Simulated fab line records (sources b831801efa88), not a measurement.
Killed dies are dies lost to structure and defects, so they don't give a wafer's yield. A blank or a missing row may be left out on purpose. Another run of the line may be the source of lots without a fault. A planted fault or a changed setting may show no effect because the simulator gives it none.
fab line records -- flow sky130
[record] lots = 6, wafers = 18, lastDay = 51
route steps=708 shown NWELL@66 PWDE@84 VT_ADJUST_HVTP@85 VT_ADJUST_LVTN@97
lots that met no fault: from a run of the same line without faults
startH: hours from the record's opening day to when the first of the lot's shown wafers began -- waitH: how many hours have passed since the lot's step before this one -- " same as the row above -- L1.1+2: several wafers, shown together as one row -- - no value, or no start was given -- * or withheld: withheld -- < > ~ a bound
route shown NAME@n: NAME is a module with steps in the file, n the number in the route of the first one -- usual: the fault-free wafers' mean and standard deviation -- same: alike in all rows -- chamber/n: place in a boat -- sites: the reading at each site -- _std_site: their standard deviation -- _edge_site: outer sites' mean less inner sites' -- radiusMm: how far each site lies from the wafer's centre -- mask NAME#n: copy n -- behind: the last tool/chamber to shape the wafer -- hold: cause of the lot's hold/its duration in hours/its outcome -- device: which transistor (n, p or np) failed to switch -- end of line: the route-end tests of the same wafers -- where a step has no rows: the recipe by itself -- killed: the dies lost at the first sort to structure and to defects; this is not the yield of the wafer -- map: shows each die of a wafer: x if killed, . if not, _ if none is there
set.NAME: the run value of the setting; set.NAME@STEP: its run value at that earlier step -- model.NAME: the simulator's own value behind a step, which no gauge read
lots seen at some steps along the route; tables by step, rows by wafer
services: a tool's chamber out of use, with start hour (startH, from the record's first day; less than 0 if before it), hours out, and reason
[[steps]]
[step SKY_NWELL_IMPLANT_13]
[recipe] species = P, energyKev = 50, doseCm2 = 7e+11, tiltDeg = withheld
[step SKY_NWELL_STRIP_14]
[recipe] chemistry = O2/N2, powerW = 1400, pressureMtorr = 1500, platenTempC = withheld, o2FlowSccm = 3000, n2FlowSccm = 300, overashFraction = 0.5
[usual] chamberPressureMTorr = 1500.0/1.5, drypumpMotorCurrentA = 6.0/0.34, oesProductAu = 0.722/0.0045, stripTimeToEndpointS = 36.96/0.1
lot.wafer,tool,chamber,startH,waitH,chamberPressureMTorr,drypumpMotorCurrentA,oesProductAu,rfHoursCounterH,stripTimeToEndpointS
L176.1,plasmaAsher-03,1,115.00,0.1,1500.4,6.4,0.726,40,36.82
L176.2,plasmaAsher-03,0,115.00,0.1,1498.6,5.5,0.724,40,37.02
L176.3,plasmaAsher-03,0,115.00,0.1,1500.0,5.4,0.723,-,36.99
L177.2,plasmaAsher-02,1,121.30,0.1,1498.8,6.2,0.719,30,37.12
L177.3,plasmaAsher-02,0,121.30,0.1,1500.5,6.1,0.713,-,37.05
L177.6,plasmaAsher-02,0,121.30,0.1,1499.5,6.1,0.723,-,37.22
L184.1,plasmaAsher-03,0,160.87,0.1,1498.2,5.5,0.723,44,36.97
L184.3,plasmaAsher-03,1,160.87,0.1,1502.6,6.4,0.722,-,37.01
L184.5,plasmaAsher-03,0,160.87,0.1,1500.0,5.5,0.724,-,37.01
L188.1,plasmaAsher-02,1,186.70,0.1,1500.8,6.2,0.719,37,37.04
L188.4,plasmaAsher-02,1,186.70,0.1,1501.6,6.3,0.728,-,37.07
L188.6,plasmaAsher-02,0,186.70,0.1,1500.5,6.1,0.721,-,36.93
L192.2,plasmaAsher-02,1,209.07,0.1,1498.5,6.2,0.720,39,36.90
L192.3,plasmaAsher-02,1,209.07,0.1,1497.1,6.3,0.728,-,36.91
L192.4,plasmaAsher-02,0,209.07,0.1,1498.4,6.1,0.725,-,36.94
L193.3,plasmaAsher-02,0,233.80,0.1,1500.6,6.1,0.720,-,37.14
L193.4,plasmaAsher-02,1,233.80,0.1,1497.8,6.3,0.720,-,36.93
L193.5,plasmaAsher-02,0,233.80,0.1,1499.4,6.1,0.714,-,37.05
[step SKY_NWELL_TW_MEAS_15]
[usual] NWELL_TW = 1839/15
lot.wafer,tool,chamber,startH,waitH,NWELL_TW
L176.1,filmMetro-03,-,115.10,0.1,1865
L176.2,filmMetro-03,-,115.10,0.1,1855
L176.3,filmMetro-03,-,115.10,0.1,1861
L177.2,filmMetro-03,-,121.41,0.1,1843
L177.3,filmMetro-03,-,121.41,0.1,1855
L177.6,filmMetro-03,-,121.41,0.1,1834
L184.1,filmMetro-03,-,160.97,0.1,1863
L184.3,filmMetro-03,-,160.97,0.1,1867
L184.5,filmMetro-03,-,160.97,0.1,1857
L188.1,filmMetro-01,-,186.80,0.1,1849
L188.4,filmMetro-01,-,186.80,0.1,1860
L188.6,filmMetro-01,-,186.80,0.1,1845
L192.2,filmMetro-04,-,209.18,0.1,1815
L192.3,filmMetro-04,-,209.18,0.1,1818
L192.4,filmMetro-04,-,209.18,0.1,1822
L193.3,filmMetro-01,-,233.88,0.1,1845
L193.4,filmMetro-01,-,233.88,0.1,1835
L193.5,filmMetro-01,-,233.88,0.1,1841
[step SKY_NWELL_DEHYDRATE_16]
[recipe] tempC = 200, timeS = 60
[step SKY_NWELL_HMDS_17]
[recipe] primeTimeS = 60, primeTempC = 120
[step SKY_NWELL_COAT_18]
[recipe] spinRpm = 2000, resistThkNm = 3000
[step SKY_NWELL_SOFTBAKE_19]
[recipe] tempC = 110, timeS = withheld
[step SKY_NWELL_EXPOSE_20]
[recipe] maskId = NWM_COMPLEMENT, na = 0.6, sourceShape = conventional, sigmaOuter = 0.6, polarization = unpolarized, targetCdNm = 840, doseMj = 260
[step SKY_NWELL_PEB_21]
[recipe] tempC = 115, timeS = withheld
[step SKY_NWELL_DEVELOP_22]
[recipe] wallAngleDeg = 90, developer = TMAH, developTimeS = 60, devTempC = 23
[step SKY_NWELL_OVL_MEAS_23]
[usual] NWELL_01_OVL = -0.2/1.5
lot.wafer,tool,chamber,startH,waitH,NWELL_01_OVL[nm]
L176.1,overlay-02,-,133.03,-,0.3
L176.2,overlay-02,-,133.03,-,0.7
L176.3,overlay-02,-,133.03,-,1.3
L177.2,overlay-02,-,139.24,-,1.6
L177.3,overlay-02,-,139.24,-,0.3
L177.6,overlay-02,-,139.24,-,1.3
L184.1,overlay-01,-,180.72,-,-2.8
L184.3,overlay-01,-,180.72,-,-2.9
L184.5,overlay-01,-,180.72,-,-1.3
L188.1,overlay-01,-,208.52,-,-1.8
L188.4,overlay-01,-,208.52,-,-3.0
L188.6,overlay-01,-,208.52,-,-3.0
L192.2,overlay-02,-,231.48,-,-1.1
L192.3,overlay-02,-,231.48,-,-1.3
L192.4,overlay-02,-,231.48,-,-0.7
L193.3,overlay-02,-,257.63,-,1.5
L193.4,overlay-02,-,257.63,-,3.5
L193.5,overlay-02,-,257.63,-,3.1
[step SKY_NWELL_IMPLANT_24]
[recipe] species = B, energyKev = 140, doseCm2 = 9.2e+12, tiltDeg = withheld
[step SKY_NWELL_STRIP_25]
[recipe] chemistry = O2/N2, powerW = 1400, pressureMtorr = 1500, platenTempC = withheld, o2FlowSccm = 3000, n2FlowSccm = 300, overashFraction = 0.5
[usual] chamberPressureMTorr = 1500.1/1.4, drypumpMotorCurrentA = 6.0/0.35, oesProductAu = 0.722/0.0047, stripTimeToEndpointS = 36.93/0.09
lot.wafer,tool,chamber,startH,waitH,chamberPressureMTorr,drypumpMotorCurrentA,oesProductAu,rfHoursCounterH,stripTimeToEndpointS,model.coat_of_NWELL_COAT_18.thkNm
L176.1,plasmaAsher-03,0,133.22,0.1,-,-,-,-,-,2988
L176.2,plasmaAsher-03,1,133.22,0.1,-,-,-,-,-,2993
L176.3,plasmaAsher-03,0,133.22,0.1,-,-,-,-,-,2986
L177.2,plasmaAsher-03,0,139.42,0.1,-,-,-,-,-,3009
L177.3,plasmaAsher-03,1,139.42,0.1,-,-,-,-,-,2998
L177.6,plasmaAsher-03,0,139.42,0.1,-,-,-,-,-,3007
L184.1,plasmaAsher-02,0,180.90,0.1,1500.5,6.1,0.717,36,36.79,0
L184.3,plasmaAsher-02,0,180.90,0.1,1498.4,6.1,0.728,-,36.88,0
L184.5,plasmaAsher-02,0,180.90,0.1,1500.1,6.1,0.718,-,36.86,0
L188.1,plasmaAsher-03,1,208.70,0.1,1501.2,6.4,0.732,49,36.99,0
L188.4,plasmaAsher-03,1,208.70,0.1,1501.6,6.5,0.722,-,36.95,0
L188.6,plasmaAsher-03,1,208.70,0.1,1499.3,6.4,0.715,-,37.07,0
L192.2,plasmaAsher-01,0,231.66,0.1,1501.6,6.3,0.723,55,37.02,0
L192.3,plasmaAsher-01,1,231.66,0.1,1500.5,5.6,0.718,-,37.10,0
L192.4,plasmaAsher-01,0,231.66,0.1,1497.4,6.2,0.729,-,36.94,0
L193.3,plasmaAsher-02,1,257.83,0.1,1502.5,6.2,0.730,-,36.89,0
L193.4,plasmaAsher-02,0,257.83,0.1,1496.4,6.1,0.726,-,36.86,0
L193.5,plasmaAsher-02,1,257.83,0.1,1500.0,6.2,0.717,-,36.93,0
[step SKY_NWELL_TW_MEAS_26]
[usual] NWELL_2_TW = 501/4
lot.wafer,tool,chamber,startH,waitH,NWELL_2_TW
L176.1,filmMetro-03,-,133.32,0.1,502
L176.2,filmMetro-03,-,133.32,0.1,503
L176.3,filmMetro-03,-,133.32,0.1,508
L177.2,filmMetro-01,-,139.53,0.1,503
L177.3,filmMetro-01,-,139.53,0.1,503
L177.6,filmMetro-01,-,139.53,0.1,503
L184.1,filmMetro-03,-,181.00,0.1,508
L184.3,filmMetro-03,-,181.00,0.1,506
L184.5,filmMetro-03,-,181.00,0.1,505
L188.1,filmMetro-01,-,208.80,0.1,507
L188.4,filmMetro-01,-,208.80,0.1,502
L188.6,filmMetro-01,-,208.80,0.1,503
L192.2,filmMetro-04,-,231.77,0.1,497
L192.3,filmMetro-04,-,231.77,0.1,499
L192.4,filmMetro-04,-,231.77,0.1,496
L193.3,filmMetro-01,-,257.98,0.1,503
L193.4,filmMetro-01,-,257.98,0.1,503
L193.5,filmMetro-01,-,257.98,0.1,504
[step SKY_NWELL_CLEAN_27]
[recipe] chemistry = SC1/SC2, mix = 1:4:20, tempC = 70, timeS = 150, dry = n2Spin
[step SKY_NWELL_RTA_28]
[recipe] tempC = 1050, timeS = 30, idleTempC = 650, rampUpCPerS = 150, rampDownCPerS = 90, ambient = N2
[usual] lampPowerPct = 25.30/0.054, rampDownCPerS = 90.000/0.017, wafer_temp_C_max = 1054.8/1
lot.wafer,tool,chamber,startH,waitH,lampPowerPct,rampDownCPerS,wafer_temp_C_max
L176.1,rtpAnneal-01,0,133.43,0.0,25.36,89.993,1054.9
L176.2,rtpAnneal-01,0,133.43,0.0,25.33,89.992,1054.3
L176.3,rtpAnneal-01,0,133.43,0.0,25.26,90.022,1055.7
L177.2,rtpAnneal-02,0,139.64,0.0,25.37,89.995,1054.4
L177.3,rtpAnneal-02,0,139.64,0.0,25.29,89.977,1054.2
L177.6,rtpAnneal-02,0,139.64,0.0,25.36,89.996,1056.5
L184.1,rtpAnneal-01,0,181.11,0.0,25.27,90.004,1053.6
L184.3,rtpAnneal-01,0,181.11,0.0,25.28,89.984,1053.6
L184.5,rtpAnneal-01,0,181.11,0.0,25.26,89.973,1053.9
L188.1,rtpAnneal-02,0,208.97,0.0,25.34,90.019,1054.3
L188.4,rtpAnneal-02,0,208.97,0.0,25.33,89.966,1053.7
L188.6,rtpAnneal-02,0,208.97,0.0,25.33,89.997,1054.3
L192.2,rtpAnneal-02,0,231.90,0.0,25.30,90.021,1056.6
L192.3,rtpAnneal-02,0,231.90,0.0,25.34,89.997,1055.9
L192.4,rtpAnneal-02,0,231.90,0.0,25.28,90.008,1054.1
L193.3,rtpAnneal-02,0,258.10,0.0,25.35,89.976,1056.1
L193.4,rtpAnneal-02,0,258.10,0.0,25.33,89.997,1056.3
L193.5,rtpAnneal-02,0,258.10,0.0,25.23,90.001,1052.6
[step SKY_NWELL_RS_MEAS_29]
[recipe] thkMeasGauge = four-point-probe
[usual] NWELL_RS = 624.7/1.5
lot.wafer,tool,chamber,startH,waitH,NWELL_RS[ohm/sq]
L176.1,filmMetro-03,-,133.83,0.3,623.5
L176.2,filmMetro-03,-,133.83,0.3,623.7
L176.3,filmMetro-03,-,133.83,0.3,624.8
L177.2,filmMetro-01,-,139.75,0.1,623.5
L177.3,filmMetro-01,-,139.75,0.1,623.7
L177.6,filmMetro-01,-,139.75,0.1,625.2
L184.1,filmMetro-04,-,181.21,0.1,625.0
L184.3,filmMetro-04,-,181.21,0.1,627.0
L184.5,filmMetro-04,-,181.21,0.1,625.3
L188.1,filmMetro-03,-,209.07,0.1,626.8
L188.4,filmMetro-03,-,209.07,0.1,625.3
L188.6,filmMetro-03,-,209.07,0.1,627.0
L192.2,filmMetro-03,-,232.00,0.1,625.1
L192.3,filmMetro-03,-,232.00,0.1,623.2
L192.4,filmMetro-03,-,232.00,0.1,623.9
L193.3,filmMetro-01,-,258.21,0.1,624.0
L193.4,filmMetro-01,-,258.21,0.1,624.7
L193.5,filmMetro-01,-,258.21,0.1,623.2
[step SKY_NWELL_RS_MEAS_31]
[recipe] thkMeasGauge = four-point-probe
[usual] PWDE_RS = 5269/18
lot.wafer,tool,chamber,startH,waitH,PWDE_RS[ohm/sq]
L176.1,filmMetro-03,-,134.07,0.1,5259
L176.2,filmMetro-03,-,134.07,0.1,5282
L176.3,filmMetro-03,-,134.07,0.1,5273
L177.2,filmMetro-01,-,139.99,0.1,5250
L177.3,filmMetro-01,-,139.99,0.1,5254
L177.6,filmMetro-01,-,139.99,0.1,5245
L184.1,filmMetro-04,-,181.45,0.1,5268
L184.3,filmMetro-04,-,181.45,0.1,5266
L184.5,filmMetro-04,-,181.45,0.1,5272
L188.1,filmMetro-03,-,209.31,0.1,5293
L188.4,filmMetro-03,-,209.31,0.1,5301
L188.6,filmMetro-03,-,209.31,0.1,5307
L192.2,filmMetro-03,-,232.24,0.1,5293
L192.3,filmMetro-03,-,232.24,0.1,5305
L192.4,filmMetro-03,-,232.24,0.1,5276
L193.3,filmMetro-01,-,258.45,0.1,5240
L193.4,filmMetro-01,-,258.45,0.1,5259
L193.5,filmMetro-01,-,258.45,0.1,5245
[step SKY_VT_ADJUST_HVTP_DEHYDRATE_00]
[recipe] tempC = 200, timeS = 60
[step SKY_VT_ADJUST_HVTP_HMDS_01]
[recipe] primeTimeS = 60, primeTempC = 120
[step SKY_VT_ADJUST_HVTP_COAT_02]
[recipe] resist = NOVOLAK, spinRpm = 2943, resistThkNm = 1140
[step SKY_VT_ADJUST_HVTP_SOFTBAKE_03]
[recipe] tempC = 90, timeS = 60, resist = NOVOLAK
[step SKY_VT_ADJUST_HVTP_EXPOSE_04]
[recipe] maskId = HVTPM, na = 0.6, sourceShape = conventional, sigmaOuter = 0.6, polarization = unpolarized, targetCdNm = 380, doseMj = 140
[step SKY_VT_ADJUST_HVTP_PEB_05]
[recipe] tempC = withheld, timeS = *, resist = NOVOLAK
[step SKY_VT_ADJUST_HVTP_DEVELOP_06]
[recipe] resist = NOVOLAK, developer = TMAH, developTimeS = 62.02, devTempC = 23
[step SKY_VT_ADJUST_HVTP_CD_MEAS_07]
[recipe] targetCdNm = 380
[usual] cdNm = 379.3/2.8
lot.wafer,tool,chamber,startH,waitH,cdNm
L176.1,cdSem-02,-,152.43,0.1,375.6
L176.2,cdSem-02,-,152.43,0.1,375.8
L176.3,cdSem-02,-,152.43,0.1,374.8
L177.2,cdSem-01,-,158.60,0.1,377.1
L177.3,cdSem-01,-,158.60,0.1,376.3
L177.6,cdSem-01,-,158.60,0.1,376.6
L184.1,cdSem-02,-,202.87,0.1,376.5
L184.3,cdSem-02,-,202.87,0.1,378.5
L184.5,cdSem-02,-,202.87,0.1,374.2
L188.1,cdSem-02,-,231.48,0.1,378.4
L188.4,cdSem-02,-,231.48,0.1,377.6
L188.6,cdSem-02,-,231.48,0.1,379.1
L192.2,cdSem-02,-,255.72,0.2,382.2
L192.3,cdSem-02,-,255.72,0.2,381.4
L192.4,cdSem-02,-,255.72,0.2,377.7
L193.3,cdSem-01,-,283.07,0.1,379.3
L193.4,cdSem-01,-,283.07,0.1,378.9
L193.5,cdSem-01,-,283.07,0.1,378.1
[step SKY_VT_ADJUST_HVTP_OVL_MEAS_08]
[usual] VT_ADJUST_HVTP_OVL = 2.1/1.4
lot.wafer,tool,chamber,startH,waitH,VT_ADJUST_HVTP_OVL[nm]
L176.1,overlay-01,-,152.55,0.1,0.1
L176.2,overlay-01,-,152.55,0.1,0.6
L176.3,overlay-01,-,152.55,0.1,1.6
L177.2,overlay-01,-,158.71,0.1,3.7
L177.3,overlay-01,-,158.71,0.1,3.3
L177.6,overlay-01,-,158.71,0.1,0.7
L184.1,overlay-02,-,202.99,0.1,2.4
L184.3,overlay-02,-,202.99,0.1,2.3
L184.5,overlay-02,-,202.99,0.1,-0.2
L188.1,overlay-01,-,231.60,0.1,1.2
L188.4,overlay-01,-,231.60,0.1,3.8
L188.6,overlay-01,-,231.60,0.1,1.5
L192.2,overlay-02,-,255.82,0.1,4.4
L192.3,overlay-02,-,255.82,0.1,5.8
L192.4,overlay-02,-,255.82,0.1,5.3
L193.3,overlay-01,-,283.17,0.1,0.8
L193.4,overlay-01,-,283.17,0.1,3.4
L193.5,overlay-01,-,283.17,0.1,2.5
[step SKY_VT_ADJUST_HVTP_IMPLANT_09]
[recipe] species = As, energyKev = 150, doseCm2 = 4.3e+12, tiltDeg = withheld
[step SKY_VT_ADJUST_HVTP_STRIP_10]
[recipe] chemistry = O2/N2, powerW = 1400, pressureMtorr = 1500, platenTempC = withheld, o2FlowSccm = 3000, n2FlowSccm = 300, overashFraction = 0.5
[usual] chamberPressureMTorr = 1499.8/1.4, drypumpMotorCurrentA = 5.7/0.44, oesProductAu = 0.716/0.0046, stripTimeToEndpointS = 14.28/0.032
lot.wafer,tool,chamber,startH,waitH,chamberPressureMTorr,drypumpMotorCurrentA,oesProductAu,rfHoursCounterH,stripTimeToEndpointS
L176.1,plasmaAsher-01,0,152.74,0.1,1499.7,6.3,0.728,48,58.66
L176.2,plasmaAsher-01,1,152.74,0.1,1500.3,5.6,0.733,48,58.72
L176.3,plasmaAsher-01,0,152.74,0.1,1499.7,6.2,0.725,-,58.62
L177.2,plasmaAsher-02,1,158.89,0.1,1497.2,6.3,0.728,34,59.00
L177.3,plasmaAsher-02,0,158.89,0.1,1500.3,6.1,0.734,-,58.82
L177.6,plasmaAsher-02,0,158.89,0.1,1502.1,6.1,0.729,-,58.95
L184.1,plasmaAsher-02,1,203.17,0.1,1498.2,6.3,0.708,39,14.30
L184.3,plasmaAsher-02,0,203.17,0.1,1498.1,6.1,0.719,-,14.29
L184.5,plasmaAsher-02,0,203.17,0.1,1499.3,6.1,0.717,-,14.25
L188.1,plasmaAsher-04,1,231.79,0.1,1497.7,5.6,0.716,11,14.27
L188.4,plasmaAsher-04,1,231.79,0.1,1499.3,5.6,0.721,-,14.29
L188.6,plasmaAsher-04,0,231.79,0.1,1497.2,5.1,0.719,-,14.27
L192.2,plasmaAsher-02,0,256.00,0.1,1500.4,6.1,0.712,44,14.28
L192.3,plasmaAsher-02,1,256.00,0.1,1500.7,6.2,0.713,-,14.32
L192.4,plasmaAsher-02,0,256.00,0.1,1499.1,6.1,0.713,-,14.30
L193.3,plasmaAsher-04,1,283.37,0.1,1497.9,5.6,0.710,-,14.25
L193.4,plasmaAsher-04,0,283.37,0.1,1499.9,5.1,0.709,-,14.29
L193.5,plasmaAsher-04,1,283.37,0.1,1499.2,5.6,0.711,-,14.28
[step SKY_VT_ADJUST_HVTP_TW_MEAS_11]
[usual] VT_ADJUST_HVTP_TW = 1362/10
lot.wafer,tool,chamber,startH,waitH,VT_ADJUST_HVTP_TW
L176.1,filmMetro-04,-,152.84,0.1,30
L176.2,filmMetro-04,-,152.84,0.1,30
L176.3,filmMetro-04,-,152.84,0.1,30
L177.2,filmMetro-02,-,159.00,0.1,30
L177.3,filmMetro-02,-,159.00,0.1,30
L177.6,filmMetro-02,-,159.00,0.1,30
L184.1,filmMetro-04,-,203.27,0.1,1352
L184.3,filmMetro-04,-,203.27,0.1,1347
L184.5,filmMetro-04,-,203.27,0.1,1356
L188.1,filmMetro-02,-,231.89,0.1,1365
L188.4,filmMetro-02,-,231.89,0.1,1355
L188.6,filmMetro-02,-,231.89,0.1,1358
L192.2,filmMetro-01,-,256.11,0.1,1369
L192.3,filmMetro-01,-,256.11,0.1,1380
L192.4,filmMetro-01,-,256.11,0.1,1368
L193.3,filmMetro-02,-,283.46,0.1,1339
L193.4,filmMetro-02,-,283.46,0.1,1341
L193.5,filmMetro-02,-,283.46,0.1,1347
[step SKY_VT_ADJUST_LVTN_DEHYDRATE_00]
[recipe] tempC = 200, timeS = 60
[[services]]
tool,chamber,startH,hours,kind
plasmaAsher-01,-,95.98,0.7,repair
plasmaAsher-04,-,108.75,9.0,pm
plasmaAsher-04,0,108.75,9.0,ventCycle
plasmaAsher-04,1,108.75,9.0,ventCycle
plasmaAsher-04,0,117.75,-,clean
plasmaAsher-04,1,117.75,-,clean
plasmaAsher-04,-,133.37,2.8,pm
plasmaAsher-01,-,172.80,12.2,repair
rtpAnneal-01,-,196.69,92.2,pm
plasmaAsher-02,-,241.67,2.8,pm
plasmaAsher-04,-,259.26,4.3,repair
plasmaAsher-02,-,276.93,1.6,repair
[[key]]
[firstSign] step = SKY_NWELL_STRIP_25, reading = toolRecord, direction = missing
[effect] step = SKY_VT_ADJUST_HVTP_STRIP_10, reading = stripTimeToEndpointS, direction = up, sigmas = 99+, usual = *, struck = *
[effect] step = SKY_VT_ADJUST_HVTP_TW_MEAS_11, reading = VT_ADJUST_HVTP_TW, direction = down, sigmas = 99+, usual = 1362, struck = 30
[modelEffect] step = SKY_NWELL_STRIP_25, value = coat_of_NWELL_COAT_18.thkNm, without = 0, struck = 2997
metAt SKY_NWELL_STRIP_25
struckWafers L176.1,L176.2,L176.3,L177.2,L177.3,L177.6
sortLeftOut L176.1,L176.2,L176.3,L177.2,L177.3,L177.6
testerLeftOut L176,L177
[fault] kind = skippedStepWhole, tool = plasmaAsher-03, chamber = -, onsetH = 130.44, steps = SKY_NWELL_STRIP_25, scope = struckLotsOnly
// testerLeftOut: of these lots the tester's yield and bins aren't shown, on N5 and GAA mostly nor the transistor test; their killed dies are dies lost to structure and defects alone, not to doping, threshold or leakage, so they don't give the yield
// sortLeftOut: the simulated sort isn't trusted on such a fault, so these wafers' sort isn't shown, and their yield isn't known
